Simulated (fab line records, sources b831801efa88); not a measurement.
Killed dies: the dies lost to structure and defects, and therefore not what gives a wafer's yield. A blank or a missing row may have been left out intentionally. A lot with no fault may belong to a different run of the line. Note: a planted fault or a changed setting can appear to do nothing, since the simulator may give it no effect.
2 desks looking at one fault :: flow gf180mcu :: each desk holds nothing but its own numbers, with what lay behind them at the end

== METROLOGY DESK ==
Lot by lot, what the gauges showed, no matter which tool ran the lot: averages of those sampled wafers that carry a number. If a lot's mean is further than 4 standard deviations from the usual mean, the lot is out of limits and carries the mark OUT (the distance appears in the brackets).
Columns: A = DUAL_GATE_OXIDATION_00_THK at GF_DUAL_GATE_THK_MEAS_03, usual 10.85 nm; B = DUAL_GATE_OVL at GF_DUAL_GATE_OVL_MEAS_11, usual 1.6 nm
lot: L832
first seen here: day 11 13:11
A: 11.03
B: 4.7

lot: L833
first seen here: day 12 00:29
A: 10.74
B: 2.5

lot: L838
first seen here: day 13 03:13
A: 10.97
B: 1.6

lot: L840
first seen here: day 13 12:14
A: 10.73
B: 1.2

lot: L841
first seen here: day 13 18:06
A: 10.74
B: 3.0

lot: L842
first seen here: day 14 02:51
A: 10.77
B: 2.7
Finding of this desk: none of the 6 lots has anything out of limits.

== AT THE TOOL OWNER'S DESK: furnace-02 ==
The tool's own readings at GF_DUAL_GATE_OXIDATION_15 (stabilise 600 s, purge 300 s, target thk 7.098 nm): means of the sampled wafers that have a number, for each lot that ran on this tool. If a lot's mean is further than 4 standard deviations from the usual mean, the lot is out of limits and carries the mark OUT (the distance appears in the brackets).
Columns: A = spikeTcBottomC at GF_DUAL_GATE_OXIDATION_15, usual 866.8 C; B = spikeTcCentreC at GF_DUAL_GATE_OXIDATION_15, usual 850.5 C; C = spikeTcLowerC at GF_DUAL_GATE_OXIDATION_15, usual 851.4 C; D = spikeTcTopC at GF_DUAL_GATE_OXIDATION_15, usual 860.7 C; E = spikeTcUpperC at GF_DUAL_GATE_OXIDATION_15, usual 850.0 C
lot: L833
first seen here: day 12 19:44
A: 865.8
B: 849.6
C: 852.2
D: 860.3
E: 850.1

lot: L838
first seen here: day 13 23:49
A: 852.0 (-6.4) OUT
B: 837.8 (-14) OUT
C: 839.1 (-12) OUT
D: 847.3 (-9.0) OUT
E: 838.4 (-12) OUT

lot: L841
first seen here: day 14 15:11
A: 852.3 (-6.3) OUT
B: 838.0 (-13) OUT
C: 838.7 (-13) OUT
D: 847.1 (-9.1) OUT
E: 838.4 (-12) OUT
This desk finds L838, L841 out of limits, L838 being first, at day 13 23:49 (spikeTcBottomC at GF_DUAL_GATE_OXIDATION_15). In limits: L833.

== PUT TOGETHER ==
The tool owner's desk could have raised an alarm at day 13 23:49, on L838, L841.
At the metrology desk, nothing out of limits was observed.
The metrology desk holds a record of L838, L841, inside its limits.
On furnace-02, each named lot ran GF_DUAL_GATE_OXIDATION_15.

== WHAT THE SIMULATOR HAD INSERTED ==
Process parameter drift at GF_DUAL_GATE_OXIDATION_15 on furnace-02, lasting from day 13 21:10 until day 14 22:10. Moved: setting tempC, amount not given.
Struck lots among those shown: L838, L841.
Time in hours from fault onset to the first out-of-limits reading at each desk: the tool owner's desk, 3.
